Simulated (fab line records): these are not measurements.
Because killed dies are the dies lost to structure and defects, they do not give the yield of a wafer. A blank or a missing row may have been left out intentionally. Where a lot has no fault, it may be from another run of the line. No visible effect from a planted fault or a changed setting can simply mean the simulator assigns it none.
fab line records ; flow sfq-line
[record] lots = 6; wafers = 18; last-day = 81
route steps=325 shown L0V@17 M0@28 I0@43 M1@58 M8@325
lots that met no fault: from a run of the same line without faults
start-h: hours from the record's opening day to when the first of the lot's shown wafers began ; wait-h: time in hours since the lot's previous step ; " identical to the entry in the row above ; L1.1+2: one row covering several wafers at once ; - no value, or no start was given ; * or withheld: withheld ; < > ~ a bound
route shown NAME@n: names a module that has steps shown in the file, with the first one's number in the route ; usual: mean/standard deviation of fault-free wafers ; same: alike in all rows ; chamber/n: place in a boat ; sites: per-site readings ; _std_site: standard deviation across them ; _edge_site: the outer-site mean with the inner-site mean subtracted ; radius-mm: how far each site lies from the wafer's centre ; mask NAME#n: copy n ; behind: tool/chamber where the wafer was last shaped ; hold: reason for holding the lot/hours on hold/outcome of the hold ; device: transistor that didn't switch, given as n, p or np ; end of line: at the end of the route, the tests of the same wafers ; a step with no rows: only its recipe ; killed: at the first sort, the dies lost to defects and structure; wafer yield is something else ; map: dies across one wafer; x = killed, . = not, _ = none there
set.NAME: the setting that was run; set.NAME@STEP: the one run at that earlier step ; model.NAME: the simulator's own value behind a step, which no gauge read
lots at selected steps of the route; one table per step, one row per wafer
services: a tool's chamber out of use, with start hour (start-h, from the record's first day; less than 0 if before it), hours out, and reason
[[steps]]
[step SFQ_TRILAYER_L0_VIA_LITHO_COAT_018]
[recipe] resist = BARC; spin-rpm = 3000; resist-thk-nm = 62
[step SFQ_TRILAYER_L0_VIA_LITHO_COAT_013]
[recipe] resist = KrF; spin-rpm = 3000; resist-thk-nm = 650
[step SFQ_TRILAYER_L0_VIA_LITHO_SOFTBAKE_017]
[recipe] temp-c = withheld; time-s = withheld; resist = KrF
[step SFQ_TRILAYER_L0_VIA_LITHO_EXPOSE_014]
[recipe] mask-id = L0V; na = 0.6; source-shape = conventional; sigma-outer = 0.65; target-cd-nm = 700; dose-mj = 21.3
[step SFQ_TRILAYER_L0_VIA_LITHO_PEB_016]
[recipe] peb-temp-c = 115; peb-time-s = 60; resist = KrF
[step SFQ_TRILAYER_L0_VIA_LITHO_DEVELOP_015]
[recipe] time-s = 60; resist = KrF
[step SFQ_L0V_OVL_MEAS_903]
[usual] L0V_OVL = 2/5.2
lot.wafer;tool;chamber;start-h;wait-h;L0V_OVL[nm]
L224.3;overlay-01;-;215.81;0.1;-5
L224.4;overlay-01;-;215.81;0.1;-2
L224.6;overlay-01;-;215.81;0.1;-4
L225.2;overlay-02;-;223.00;0.1;7
L225.4;overlay-02;-;223.00;0.1;5
L225.5;overlay-02;-;223.00;0.1;5
L227.2;overlay-02;-;236.20;0.1;4
L227.4;overlay-02;-;236.20;0.1;0
L227.6;overlay-02;-;236.20;0.1;1
L229.3;overlay-02;-;251.94;0.1;-3
L229.5;overlay-02;-;251.94;0.1;0
L229.6;overlay-02;-;251.94;0.1;-2
L235.2;overlay-02;-;295.13;0.1;-10
L235.3;overlay-02;-;295.13;0.1;-9
L235.6;overlay-02;-;295.13;0.1;-8
L241.1;overlay-01;-;334.91;0.1;4
L241.4;overlay-01;-;334.91;0.1;2
L241.5;overlay-01;-;334.91;0.1;-4
[step SFQ_TRILAYER_L0_VIA_BARC_OPEN_VIA_ETCH_021]
[recipe] mask-material = PR; chemistry = O2; target-depth-nm = 125; target = BARC; source-w = 500; bias-w = 80; pressure-mtorr = 30; time-s = 41.7
[step SFQ_TRILAYER_L0_VIA_ETCH_VIA_ETCH_016]
[recipe] target = SiO2; stop-on = MoNx_KI; mask-material = PR; chemistry = CHF3; target-depth-nm = 80; source-w = 500; bias-w = 80; pressure-mtorr = 30; time-s = withheld
[usual] drypump-motor-current-A = 5.7/0.52; oes-product-au = 0.843/0.0076
lot.wafer;tool;chamber;start-h;wait-h;drypump-motor-current-A;oes-product-au
L224.3;rie-diel-01;1;215.87;0.0;5.9;0.847
L224.4;rie-diel-01;0;215.87;0.0;4.8;0.850
L224.6;rie-diel-01;0;215.87;0.0;4.8;0.848
L225.2;rie-diel-01;0;223.07;0.0;4.8;0.835
L225.4;rie-diel-01;1;223.07;0.0;5.9;0.842
L225.5;rie-diel-01;2;223.07;0.0;5.5;0.844
L227.2;rie-diel-01;2;236.27;0.0;5.5;0.841
L227.4;rie-diel-01;3;236.27;0.0;4.8;0.846
L227.6;rie-diel-01;1;236.27;0.0;5.9;0.857
L229.3;rie-diel-03;1;252.04;0.0;6.4;0.853
L229.5;rie-diel-03;2;252.04;0.0;5.7;0.848
L229.6;rie-diel-03;1;252.04;0.0;6.4;0.858
L235.2;rie-diel-03;2;295.20;0.0;5.7;0.838
L235.3;rie-diel-03;1;295.20;0.0;6.4;0.845
L235.6;rie-diel-03;1;295.20;0.0;6.4;0.845
L241.1;rie-diel-02;1;334.99;0.0;6.4;0.855
L241.4;rie-diel-02;3;334.99;0.0;5.4;0.850
L241.5;rie-diel-02;0;334.99;0.0;5.9;0.857
[step SFQ_TRILAYER_L0_VIA_STRIP_STRIP_017]
[recipe] gas = O2; power-w = 200; platen-temp-c = 40; overash-fraction = 0.65; chemistry = O2; pressure-mtorr = 50
[step SFQ_TRILAYER_L0_VIA_STRIP_SOLV_CLEAN_018]
[recipe] chemistry = NMP; temp-c = 70; time-s = 600
[step SFQ_TRILAYER_M0_DEP_PRE_CLEAN_020]
[recipe] gas = Ar; time-s = 15; bias-v = 250
[step SFQ_TRILAYER_M0_DEP_SPUTTER_019]
[recipe] material = Nb; base-pressure-pa = 1.33e-06; chamber-pressure-pa = 0.1333; substrate-temp-c = 20; resputter-cathode-voltage-v = 400; target-thk-nm = 200; power-w = 2000; time-s = 133.3
[usual] base-pressure-pa = 1.33e-06/9.1e-08; substrate-temp-c = 20.00/0.12; throttle-valve-pct = 30.1/0.65
lot.wafer;tool;chamber;start-h;wait-h;base-pressure-pa;substrate-temp-c;throttle-valve-pct;model.Nb_of_TRILAYER_M0_DEP_SPUTTER_019.thk-nm
L224.3;pvd-sputter-06;-;216.90;0.0;1.32e-06;20.12;30.1;200.3
L224.4;pvd-sputter-06;-;216.90;0.0;1.35e-06;20.06;30.4;198.8
L224.6;pvd-sputter-06;-;216.90;0.0;1.07e-06;20.13;30.3;197.8
L225.2;pvd-sputter-05;-;224.10;0.0;1.29e-06;19.76;30.1;201.1
L225.4;pvd-sputter-05;-;224.10;0.0;1.22e-06;19.88;30.0;201.9
L225.5;pvd-sputter-05;-;224.10;0.0;1.38e-06;19.90;29.8;201.4
L227.2;pvd-sputter-06;-;237.12;0.0;1.25e-06;19.80;30.4;200.9
L227.4;pvd-sputter-06;-;237.12;0.0;1.38e-06;20.12;30.4;190.7
L227.6;pvd-sputter-06;-;237.12;0.0;1.46e-06;20.18;30.5;190.3
L229.3;pvd-sputter-06;-;252.89;0.0;1.38e-06;20.13;30.4;188.3
L229.5;pvd-sputter-06;-;252.89;0.0;1.39e-06;19.96;30.6;189.3
L229.6;pvd-sputter-06;-;252.89;0.0;1.44e-06;20.09;30.5;201.8
L235.2;pvd-sputter-05;-;296.65;0.0;1.35e-06;20.00;30.2;203.6
L235.3;pvd-sputter-05;-;296.65;0.0;1.36e-06;19.94;30.2;201.5
L235.6;pvd-sputter-05;-;296.65;0.0;1.39e-06;20.01;29.7;203.3
L241.1;pvd-sputter-05;-;335.84;0.0;1.51e-06;20.02;31.2;197.5
L241.4;pvd-sputter-05;-;335.84;0.0;1.38e-06;20.05;30.0;198.4
L241.5;pvd-sputter-05;-;335.84;0.0;1.3e-06;20.15;31.2;199
[step SFQ_M0_RS_MEAS_904]
[recipe] thk-meas-gauge = four-point-probe; reads = Nb_of_TRILAYER_M0_DEP_SPUTTER_019
[usual] M0_NB_RS = 0.889/0.0087
lot.wafer;tool;chamber;start-h;wait-h;hold;M0_NB_RS[ohm/sq]
L224.3;film-metro-01;-;217.03;0.1;-;0.888
L224.4;film-metro-01;-;217.03;0.1;-;0.894
L224.6;film-metro-01;-;217.03;0.1;-;0.900
L225.2;film-metro-04;-;224.21;0.1;-;0.882
L225.4;film-metro-04;-;224.21;0.1;-;0.881
L225.5;film-metro-04;-;224.21;0.1;-;0.882
L227.2;film-metro-02;-;237.23;0.1;await-dispo/0.2h/release;0.883
L227.4;film-metro-02;-;237.23;0.1;await-dispo/0.2h/release;0.932
L227.6;film-metro-02;-;237.23;0.1;await-dispo/0.2h/release;0.933
L227.2;film-metro-02;-;237.52;0.3;-;0.884
L227.4;film-metro-02;-;237.52;0.3;-;0.932
L227.6;film-metro-02;-;237.52;0.3;-;0.936
L229.3;film-metro-04;-;253.02;0.1;await-dispo/0.2h/release;0.945
L229.5;film-metro-04;-;253.02;0.1;await-dispo/0.2h/release;0.940
L229.6;film-metro-04;-;253.02;0.1;await-dispo/0.2h/release;0.883
L229.3;film-metro-04;-;253.31;0.3;-;0.944
L229.5;film-metro-04;-;253.31;0.3;-;0.940
L229.6;film-metro-04;-;253.31;0.3;-;0.879
L235.2;film-metro-04;-;296.76;0.1;-;0.873
L235.3;film-metro-04;-;296.76;0.1;-;0.881
L235.6;film-metro-04;-;296.76;0.1;-;0.875
L241.1;film-metro-02;-;335.93;0.0;-;0.902
L241.4;film-metro-02;-;335.93;0.0;-;0.897
L241.5;film-metro-02;-;335.93;0.0;-;0.896
[step SFQ_TRILAYER_M0_LITHO_COAT_021]
[recipe] resist = KrF; spin-rpm = 3000; resist-thk-nm = 600
[step SFQ_TRILAYER_M0_LITHO_SOFTBAKE_025]
[recipe] temp-c = withheld; time-s = withheld; resist = KrF
[step SFQ_TRILAYER_M0_LITHO_EXPOSE_022]
[recipe] mask-id = M0; na = 0.6; source-shape = conventional; sigma-outer = 0.65; target-cd-nm = 500; dose-mj = 14.4
[step SFQ_TRILAYER_M0_LITHO_PEB_024]
[recipe] peb-temp-c = 115; peb-time-s = 60; resist = KrF
[step SFQ_TRILAYER_M0_LITHO_DEVELOP_023]
[recipe] time-s = 60; resist = KrF
[step SFQ_M0_OVL_MEAS_906]
[usual] M0_OVL = -2/6.7
lot.wafer;tool;chamber;start-h;wait-h;M0_OVL[nm]
L224.3;overlay-02;-;322.55;0.1;2
L224.4;overlay-02;-;322.55;0.1;-4
L224.6;overlay-02;-;322.55;0.1;-6
L225.2;overlay-01;-;332.14;0.1;4
L225.4;overlay-01;-;332.14;0.1;0
L225.5;overlay-01;-;332.14;0.1;-6
L227.2;overlay-01;-;342.12;0.1;10
L227.4;overlay-01;-;342.12;0.1;9
L227.6;overlay-01;-;342.12;0.1;10
L229.3;overlay-01;-;360.13;0.1;-7
L229.5;overlay-01;-;360.13;0.1;-9
L229.6;overlay-01;-;360.13;0.1;-3
L235.2;overlay-02;-;418.46;0.1;-1
L235.3;overlay-02;-;418.46;0.1;-12
L235.6;overlay-02;-;418.46;0.1;-3
L241.1;overlay-02;-;467.40;0.1;-20
L241.4;overlay-02;-;467.40;0.1;-4
L241.5;overlay-02;-;467.40;0.1;-17
[step SFQ_TRILAYER_M0_BARC_OPEN_METAL_ETCH_031]
[recipe] mask-material = PR; chemistry = O2; target-depth-nm = 125; target = BARC; icp-w = 600; bias-w = 80; pressure-mtorr = 10; time-s = 41.7
[usual] drypump-motor-current-A = 6.0/0.4; oes-product-au = 0.685/0.0046
lot.wafer;tool;chamber;start-h;wait-h;drypump-motor-current-A;oes-product-au;rf-hours-counter-h
L224.3;rie-metal-04;0;322.59;0.0;5.2;0.687;-
L224.4;rie-metal-04;1;322.59;0.0;5.8;0.684;-
L224.6;rie-metal-04;0;322.59;0.0;5.3;0.691;-
L225.2;rie-metal-04;1;332.17;0.0;5.8;0.688;29
L225.4;rie-metal-04;0;332.17;0.0;5.2;0.688;-
L225.5;rie-metal-04;1;332.17;0.0;5.8;0.691;-
L227.2;rie-metal-03;0;342.15;0.0;5.8;0.687;23
L227.4;rie-metal-03;0;342.15;0.0;5.7;0.683;-
L227.6;rie-metal-03;1;342.15;0.0;6.3;0.681;-
L229.3;rie-metal-03;1;360.17;0.0;6.3;0.689;-
L229.5;rie-metal-03;0;360.17;0.0;5.7;0.684;-
L229.6;rie-metal-03;1;360.17;0.0;6.3;0.688;-
L235.2;rie-metal-04;1;418.49;0.0;5.8;0.682;41
L235.3;rie-metal-04;1;418.49;0.0;5.8;0.680;-
L235.6;rie-metal-04;1;418.49;0.0;5.8;0.679;-
L241.1;rie-metal-02;1;467.43;0.0;6.2;0.690;28
L241.4;rie-metal-02;1;467.43;0.0;6.2;0.690;-
L241.5;rie-metal-02;0;467.43;0.0;6.4;0.689;-
[step SFQ_TRILAYER_M0_ETCH_METAL_ETCH_024]
[recipe] target = Nb; stop-on = SiO2; mask-material = PR; chemistry = Cl2/Ar; target-depth-nm = 240; icp-w = 600; bias-w = 80; pressure-mtorr = 10; time-s = 120
[usual] drypump-motor-current-A = 6.0/0.4; oes-product-au = 0.894/0.0069
lot.wafer;tool;chamber;start-h;wait-h;drypump-motor-current-A;oes-product-au;rf-hours-counter-h
L224.3;rie-metal-04;0;322.67;0.1;5.3;0.893;-
L224.4;rie-metal-04;1;322.67;0.1;5.8;0.892;-
L224.6;rie-metal-04;0;322.67;0.1;5.3;0.887;-
L225.2;rie-metal-04;1;332.23;0.0;5.8;0.896;29
L225.4;rie-metal-04;0;332.23;0.0;5.3;0.901;-
L225.5;rie-metal-04;1;332.23;0.0;5.8;0.907;-
L227.2;rie-metal-03;0;342.21;0.0;5.7;0.905;23
L227.4;rie-metal-03;0;342.21;0.0;5.7;0.872;-
L227.6;rie-metal-03;1;342.21;0.0;6.3;0.869;-
L229.3;rie-metal-03;1;360.25;0.1;6.3;0.867;-
L229.5;rie-metal-03;0;360.25;0.1;5.7;0.872;-
L229.6;rie-metal-03;1;360.25;0.1;6.3;0.901;-
L235.2;rie-metal-04;1;418.55;0.0;5.8;0.904;41
L235.3;rie-metal-04;1;418.55;0.0;5.9;0.888;-
L235.6;rie-metal-04;1;418.55;0.0;5.8;0.896;-
L241.1;rie-metal-02;1;467.49;0.0;6.2;0.889;28
L241.4;rie-metal-02;1;467.49;0.0;6.2;0.889;-
L241.5;rie-metal-02;0;467.49;0.0;6.4;0.889;-
[step SFQ_TRILAYER_M0_STRIP_STRIP_025]
[recipe] gas = O2; power-w = 200; platen-temp-c = 40; overash-fraction = 0.65; chemistry = O2; pressure-mtorr = 50
[step SFQ_TRILAYER_M0_STRIP_SOLV_CLEAN_026]
[recipe] chemistry = NMP; temp-c = 70; time-s = 600
[step SFQ_TRILAYER_I0_DEP_PECVD_027]
[recipe] material = SiO2; temp-c = 150; time-s = 111.11; pressure-torr = 2.4; rf-w = 183.3; precursor = SiH4/N2O; target-thk-nm = 500
[step SFQ_TRILAYER_I0_CMP_CMP_028]
[recipe] material = SiO2; down-force-psi = 3; platen-rpm = 60; pad-velocity-m-s = 0.94248
[step SFQ_I0_BOW_MEAS_907]
[recipe] mode = bow
[usual] I0_BOW = 1/7.1
lot.wafer;tool;chamber;start-h;wait-h;I0_BOW[um]
L224.3;film-metro-02;-;328.62;1.5;-6
L224.4;film-metro-02;-;328.62;1.5;-7
L224.6;film-metro-02;-;328.62;1.5;-11
L225.2;film-metro-03;-;336.23;1.5;-7
L225.4;film-metro-03;-;336.23;1.5;-6
L225.5;film-metro-03;-;336.23;1.5;15
L227.2;film-metro-04;-;351.23;2.5;15
L227.4;film-metro-04;-;351.23;2.5;6
L227.6;film-metro-04;-;351.23;2.5;5
L229.3;film-metro-04;-;364.23;1.5;5
L229.5;film-metro-04;-;364.23;1.5;-2
L229.6;film-metro-04;-;364.23;1.5;0
L235.2;film-metro-02;-;426.19;2.0;14
L235.3;film-metro-02;-;426.19;2.0;1
L235.6;film-metro-02;-;426.19;2.0;1
L241.1;film-metro-03;-;472.17;1.0;-6
L241.4;film-metro-03;-;472.17;1.0;-2
L241.5;film-metro-03;-;472.17;1.0;-5
[step SFQ_TRILAYER_I0_METRO_MEASURE_029]
[usual] thk-nm = 200.0/1.1
lot.wafer;tool;chamber;start-h;wait-h;thk-nm
L224.3;film-metro-02;-;329.10;0.5;199.2
L224.4;film-metro-02;-;329.10;0.5;200.7
L224.6;film-metro-02;-;329.10;0.5;200.0
L225.2;film-metro-03;-;336.53;0.3;200.1
L225.4;film-metro-03;-;336.53;0.3;201.4
L225.5;film-metro-03;-;336.53;0.3;199.5
L227.2;film-metro-04;-;351.53;0.3;200.0
L227.4;film-metro-04;-;351.53;0.3;199.3
L227.6;film-metro-04;-;351.53;0.3;198.2
L229.3;film-metro-04;-;364.71;0.5;199.8
L229.5;film-metro-04;-;364.71;0.5;202.0
L229.6;film-metro-04;-;364.71;0.5;200.4
L235.2;film-metro-02;-;426.49;0.3;198.7
L235.3;film-metro-02;-;426.49;0.3;199.9
L235.6;film-metro-02;-;426.49;0.3;200.6
L241.1;film-metro-03;-;472.29;0.1;198.9
L241.4;film-metro-03;-;472.29;0.1;200.8
L241.5;film-metro-03;-;472.29;0.1;201.4
[step SFQ_TRILAYER_I0_VIA_LITHO_COAT_036]
[recipe] resist = BARC; spin-rpm = 3000; resist-thk-nm = 62
[step SFQ_TRILAYER_I0_VIA_LITHO_COAT_031]
[recipe] resist = KrF; spin-rpm = 3000; resist-thk-nm = 650
[step SFQ_TRILAYER_I0_VIA_LITHO_SOFTBAKE_035]
[recipe] temp-c = withheld; time-s = withheld; resist = KrF
[step SFQ_TRILAYER_I0_VIA_LITHO_EXPOSE_032]
[recipe] mask-id = I0; na = 0.6; source-shape = conventional; sigma-outer = 0.65; target-cd-nm = 500; dose-mj = 21.3
[step SFQ_TRILAYER_I0_VIA_LITHO_PEB_034]
[recipe] peb-temp-c = 115; peb-time-s = 60; resist = KrF
[step SFQ_TRILAYER_I0_VIA_LITHO_DEVELOP_033]
[recipe] time-s = 60; resist = KrF
[step SFQ_I0_OVL_MEAS_908]
[usual] I0_OVL = -1/5.2
lot.wafer;tool;chamber;start-h;wait-h;I0_OVL[nm]
L224.3;overlay-01;-;460.21;0.1;-4
L224.4;overlay-01;-;460.21;0.1;-8
L224.6;overlay-01;-;460.21;0.1;-6
L225.2;overlay-02;-;469.80;0.1;-5
L225.4;overlay-02;-;469.80;0.1;5
L225.5;overlay-02;-;469.80;0.1;6
L227.2;overlay-01;-;490.95;0.1;3
L227.4;overlay-01;-;490.95;0.1;9
L227.6;overlay-01;-;490.95;0.1;4
L229.3;overlay-02;-;505.36;0.1;-8
L229.5;overlay-02;-;505.36;0.1;-6
L229.6;overlay-02;-;505.36;0.1;-15
L235.2;overlay-02;-;555.75;0.1;-6
L235.3;overlay-02;-;555.75;0.1;-5
L235.6;overlay-02;-;555.75;0.1;-3
L241.1;overlay-01;-;621.44;0.1;6
L241.4;overlay-01;-;621.44;0.1;5
L241.5;overlay-01;-;621.44;0.1;3
[step SFQ_TRILAYER_I0_VIA_BARC_OPEN_VIA_ETCH_046]
[recipe] mask-material = PR; chemistry = O2; target-depth-nm = 125; target = BARC; source-w = 500; bias-w = 80; pressure-mtorr = 30; time-s = 41.7
[usual] drypump-motor-current-A = 5.6/0.56; oes-product-au = 0.685/0.0048
lot.wafer;tool;chamber;start-h;wait-h;drypump-motor-current-A;oes-product-au;rf-hours-counter-h
L224.3;rie-diel-04;3;460.23;0.0;6.4;0.689;52
L224.4;rie-diel-04;1;460.23;0.0;5.2;0.682;-
L224.6;rie-diel-04;3;460.23;0.0;6.4;0.685;-
L225.2;rie-diel-03;1;469.83;0.0;6.4;0.691;5
L225.4;rie-diel-03;2;469.83;0.0;5.7;0.685;69
L225.5;rie-diel-03;3;469.83;0.0;6.2;0.688;-
L227.2;rie-diel-04;2;490.98;0.0;5.5;0.688;1
L227.4;rie-diel-04;2;490.98;0.0;5.5;0.688;-
L227.6;rie-diel-04;0;490.98;0.0;6.2;0.679;-
L229.3;rie-diel-01;3;505.38;0.0;4.8;0.691;14
L229.5;rie-diel-01;3;505.38;0.0;4.8;0.681;-
L229.6;rie-diel-01;0;505.38;0.0;4.8;0.685;-
L235.2;rie-diel-03;3;555.78;0.0;6.2;0.677;5
L235.3;rie-diel-03;2;555.78;0.0;5.7;0.682;71
L235.6;rie-diel-03;2;555.78;0.0;5.7;0.694;-
L241.1;rie-diel-04;1;621.48;0.0;5.3;0.686;2
L241.4;rie-diel-04;0;621.48;0.0;6.2;0.688;-
L241.5;rie-diel-04;3;621.48;0.0;6.4;0.686;-
[step SFQ_TRILAYER_I0_VIA_ETCH_VIA_ETCH_034]
[recipe] target = SiO2; stop-on = Nb; mask-material = PR; taper-deg = 20; chemistry = CHF3; target-depth-nm = 260; source-w = 500; bias-w = 80; pressure-mtorr = 30; time-s = withheld
[usual] drypump-motor-current-A = 5.6/0.56; oes-product-au = 0.855/0.0052
lot.wafer;tool;chamber;start-h;wait-h;drypump-motor-current-A;oes-product-au
L224.3;rie-diel-04;3;460.27;0.0;6.4;0.849
L224.4;rie-diel-04;1;460.27;0.0;5.3;0.862
L224.6;rie-diel-04;3;460.27;0.0;6.4;0.847
L225.2;rie-diel-03;1;469.87;0.0;6.4;0.857
L225.4;rie-diel-03;2;469.87;0.0;5.7;0.855
L225.5;rie-diel-03;3;469.87;0.0;6.2;0.850
L227.2;rie-diel-04;2;491.02;0.0;5.5;0.858
L227.4;rie-diel-04;2;491.02;0.0;5.5;0.854
L227.6;rie-diel-04;0;491.02;0.0;6.2;0.857
L229.3;rie-diel-01;3;505.42;0.0;4.8;0.857
L229.5;rie-diel-01;3;505.42;0.0;4.8;0.867
L229.6;rie-diel-01;0;505.42;0.0;4.8;0.854
L235.2;rie-diel-03;3;555.82;0.0;6.2;0.861
L235.3;rie-diel-03;2;555.82;0.0;5.7;0.850
L235.6;rie-diel-03;2;555.82;0.0;5.7;0.861
L241.1;rie-diel-04;1;621.52;0.0;5.3;0.854
L241.4;rie-diel-04;0;621.52;0.0;6.2;0.853
L241.5;rie-diel-04;3;621.52;0.0;6.4;0.859
[step SFQ_TRILAYER_I0_VIA_STRIP_STRIP_035]
[recipe] gas = O2; power-w = 200; platen-temp-c = 40; overash-fraction = 0.65; chemistry = O2; pressure-mtorr = 50
[step SFQ_TRILAYER_I0_VIA_STRIP_SOLV_CLEAN_036]
[recipe] chemistry = NMP; temp-c = 70; time-s = 600
[step SFQ_TRILAYER_M1_DEP_PRE_CLEAN_038]
[recipe] gas = Ar; time-s = 22.5; bias-v = 250
[step SFQ_M8_BOW_MEAS_951]
[recipe] mode = bow
[usual] M8_BOW = 6/12
lot.wafer;tool;chamber;start-h;wait-h;M8_BOW[um];model.etest.m0.ohm-um;model.etest.i0.link-ohm;model.etest.m0.ohm-sq
L224.3;film-metro-03;-;1848.67;0.0;3;1.777;1.941;0.8879
L224.4;film-metro-03;-;1848.67;0.0;3;1.786;1.95;0.8949
L224.6;film-metro-03;-;1848.67;0.0;-2;1.799;1.952;0.8994
L225.2;film-metro-03;-;1851.05;0.0;-7;1.768;1.96;0.8843
L225.4;film-metro-03;-;1851.05;0.0;-6;1.768;1.95;0.8811
L225.5;film-metro-03;-;1851.05;0.0;15;1.768;1.957;0.8829
L227.2;film-metro-02;-;1875.88;0.0;13;1.771;1.956;0.8854
L227.4;film-metro-02;-;1875.88;0.0;3;1.862;2.002;0.9326
L227.6;film-metro-02;-;1875.88;0.0;2;1.867;1.997;0.9344
L229.3;film-metro-04;-;1880.70;0.0;19;1.893;2.016;0.9445
L229.5;film-metro-04;-;1880.70;0.0;11;1.884;2.01;0.9396
L229.6;film-metro-04;-;1880.70;0.0;13;1.768;1.955;0.8815
L235.2;film-metro-02;-;1929.74;0.0;32;1.749;1.93;0.8736
L235.3;film-metro-02;-;1929.74;0.0;18;1.768;1.947;0.8827
L235.6;film-metro-02;-;1929.74;0.0;17;1.748;1.935;0.8749
L241.1;film-metro-04;-;1952.10;0.0;-6;1.803;1.981;0.9007
L241.4;film-metro-04;-;1952.10;0.0;1;1.794;1.974;0.8966
L241.5;film-metro-04;-;1952.10;0.0;-7;1.796;1.982;0.894
[[services]]
tool;chamber;start-h;hours;kind
rie-diel-01;3;222.57;7.1;repair
rie-diel-01;0;234.79;7.3;repair
rie-diel-03;0;247.52;5.5;repair
rie-diel-04;-;282.57;1.0;repair
rie-diel-03;-;288.19;0.4;repair
rie-diel-04;0;324.86;7.4;repair
rie-diel-03;0;348.64;4.6;repair
rie-diel-04;3;357.51;5.9;repair
rie-metal-04;-;366.05;0.5;repair
rie-diel-03;-;423.81;0.9;repair
rie-diel-04;2;425.26;6.3;repair
rie-metal-04;-;426.55;2.8;pm
rie-diel-01;3;440.32;3.9;repair
rie-diel-01;-;446.56;2.8;pm
rie-diel-01;2;461.67;4.5;repair
rie-diel-04;0;480.82;8.1;repair
rie-diel-04;-;492.66;0.2;repair
rie-metal-04;0;500.24;8.5;repair
rie-metal-04;1;503.30;15.7;repair
rie-diel-01;2;513.54;3.5;repair
rie-diel-04;2;523.43;7.7;repair
rie-diel-03;1;531.22;6.0;repair
rie-diel-03;0;545.87;15.9;repair
rie-diel-04;2;619.81;2.6;repair
[[key]]
[first-sign] step = SFQ_M0_RS_MEAS_904; reading = visit; direction = added
[effect] step = SFQ_M0_RS_MEAS_904; reading = M0_NB_RS; direction = up; sigmas = 5.6; usual = 0.889; struck = 0.938
[effect] step = SFQ_TRILAYER_M0_ETCH_METAL_ETCH_024; reading = oes-product-au; direction = down; sigmas = 3.6; usual = 0.894; struck = 0.870
[model-effect] step = SFQ_TRILAYER_M0_DEP_SPUTTER_019; value = Nb_of_TRILAYER_M0_DEP_SPUTTER_019.thk-nm; without = 201.4; struck = 189.7
[model-effect] step = SFQ_M8_BOW_MEAS_951; value = etest.m0.ohm-um; without = 1.767; struck = 1.877
met-at SFQ_TRILAYER_M0_DEP_SPUTTER_019
struck-wafers L227.4,L227.6,L229.3,L229.5
onset-between 216.90 237.12
[fault] kind = process-parameter-drift; tool = pvd-sputter-06; chamber = -; onset-h = 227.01; steps = SFQ_TRILAYER_M0_DEP_SPUTTER_019; channel = target-thk-nm; offset = -11.702; shape = step; end-h = 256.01; acts-in = these-recipes-only; stated = 200; scope = struck-wafers-only
